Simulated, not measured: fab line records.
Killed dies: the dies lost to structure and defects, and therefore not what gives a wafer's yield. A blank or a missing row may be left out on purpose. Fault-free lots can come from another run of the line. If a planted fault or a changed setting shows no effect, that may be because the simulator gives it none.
2 desks looking at one fault ; flow sky130 ; each desk holds nothing but its own numbers, with what lay behind them at the end

== FOR THE TOOL OWNER'S DESK: pecvd-04 ==
The tool's own readings at SKY_CONTACT_CVD_00 (deposits Si3N4, target thk 75 nm): means of the sampled wafers that have a number, for each lot that ran on this tool. If a lot's mean is further than 4 standard deviations from the usual mean, the lot is out of limits and carries the mark OUT (the distance appears in the brackets).
Columns: A = heater power w at SKY_CONTACT_CVD_00, usual 686 W
lot;first seen here;A
L428;day 32 20:53;716
L436;day 33 10:04;721
L440;day 39 10:31;725
Finding of this desk: none of the 3 lots has anything out of limits.

== AT THE METROLOGY DESK ==
What the gauges read for every lot (on any tool): the sampled wafers with a number, averaged. If a lot's mean is further than 4 standard deviations from the usual mean, the lot is out of limits and carries the mark OUT (the distance appears in the brackets).
Columns: A = CONTACT_CVD_00_THK at SKY_CONTACT_THK_MEAS_01, usual 75.8 nm
lot;first seen here;A
L424;day 32 00:23;77.1
L425;day 32 05:42;75.1
L426;day 32 10:51;73.7
L427;day 32 19:58;77.1
L428;day 32 20:55;75.1
L434;day 33 04:52;75.6
L435;day 33 09:43;76.1
L436;day 33 10:06;75.3
L438;day 38 16:05;75.4
L444;day 39 08:07;75.4
L440;day 39 10:33;84.5 (+6.7) OUT
L445;day 39 11:40;75.7
L446;day 39 14:10;76.2
Finding of this desk: L440 out of limits, first seen on L440 at day 39 10:33 (CONTACT_CVD_00_THK at SKY_CONTACT_THK_MEAS_01). Within limits: L424, L425, L426, L427, L428, L434, L435, L436, L438, L444, L445, L446.

== TAKEN TOGETHER ==
An alarm was possible from the metrology desk at day 39 10:33, on L440.
The desk of the tool owner found nothing out of limits.
The tool owner's desk has L440 on record, within its limits.
On pecvd-04, each named lot ran SKY_CONTACT_CVD_00.

== WHAT THE SIMULATOR PUT IN ==
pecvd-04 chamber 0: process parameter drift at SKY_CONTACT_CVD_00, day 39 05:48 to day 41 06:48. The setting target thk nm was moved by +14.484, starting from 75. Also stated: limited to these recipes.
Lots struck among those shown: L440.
Hours from the fault's start to each desk's first reading out of limits: the metrology desk, 5.
